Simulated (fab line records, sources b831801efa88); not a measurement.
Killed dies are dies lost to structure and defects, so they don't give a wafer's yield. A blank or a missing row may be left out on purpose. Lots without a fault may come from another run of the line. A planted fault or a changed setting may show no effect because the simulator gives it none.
Problem report in the 8D (eight disciplines) form, filled by code | flow gf180mcu | the parts of the form that need people (team, actions taken, sign-off) are left out

1. THE PROBLEM
cd_nm at GF_HV_LDD_CD_MEAS_19 reads a mean of 420.3 nm on 4 wafers of 3 lots; wafers without a fault read 400.5 nm with a standard deviation of 2.2. That is +9.0 standard deviations from the usual mean.
The step: target cd 400 nm.
First seen on wafer L863.1, day 14 17:52, on cd_sem-01. The record holds 39 wafers of 13 lots with a number at this step. Rule for "out", or "out of limits": more than 4 standard deviations from the usual mean. The other wafers with a number count as sound.

2. WHAT IT IS AND WHAT IT IS NOT
question                    | is                             | is not
which readings at this step | cd_nm                          | -
which lots                  | L863, L864, L865               | L852, L854, L858, L859, L860, L861, L862, L870, L872, L873
which wafers of those lots  | L863.1, L864.1, L865.1, L865.4 | L863.3, L863.6, L864.2, L864.3, L865.3
read on which gauges        | cd_sem-01                      | cd_sem-02
when                        | from day 14 17:52              | up to then (23 sound wafers); but 12 sound wafers of L864, L865, L870, L872, L873 came after

3. SUSPECTS, AND WHAT RULES EACH OUT
Counting: a tool at a process step up to the reading stays a suspect if it ran every lot that is out. Sound lots after the first of them don't rule it out here, since some wafers of a struck lot are sound.
- the gauge at GF_HV_LDD_CD_MEAS_19: kept. All the wafers that are out were read on cd_sem-01, and no step on other tools shows them out.
- litho_track-04 at GF_HV_LDD_DEVELOP_18 (develop time 60 s): kept. It ran every lot that is out, first L863 (day 14 17:43); its last sound lot up to then is L861 (day 14 06:26).
Left after counting: litho_track-04 at GF_HV_LDD_DEVELOP_18, cd_sem-01 at GF_HV_LDD_CD_MEAS_19.

4. THE CAUSE (what the simulator had put in)
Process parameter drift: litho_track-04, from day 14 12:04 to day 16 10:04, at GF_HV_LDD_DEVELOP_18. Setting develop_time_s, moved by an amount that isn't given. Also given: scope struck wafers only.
Counting left 2 suspects, and this tool is among them.

5. THE CHAIN OF EFFECTS, in route order
Each row: a reading whose mean over the struck wafers that have a number lies more than 3 standard deviations from the usual. Only readings for which the record gives a usual standard deviation are gone through. hours: the time from each lot's start at the first step in this table that gives one to its start at this step, as a median over the lots. sigmas: the change in usual standard deviations.
hours | step                 | reading | usual    | on struck wafers | change | sigmas
0     | GF_HV_LDD_CD_MEAS_19 | cd_nm   | 400.5 nm | 420.3            | +19.8  | +9.0

6. WHAT WOULD HAVE CAUGHT IT SOONER
In this record the first reading out of limits at a measuring or inspecting step was taken at day 14 17:52, 6 hours after the fault began at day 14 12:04.
Of the lots that are out (3), L864, L865 began GF_HV_LDD_DEVELOP_18 on litho_track-04 after day 14 17:52. A hold on the tool at that time would have spared those 2.
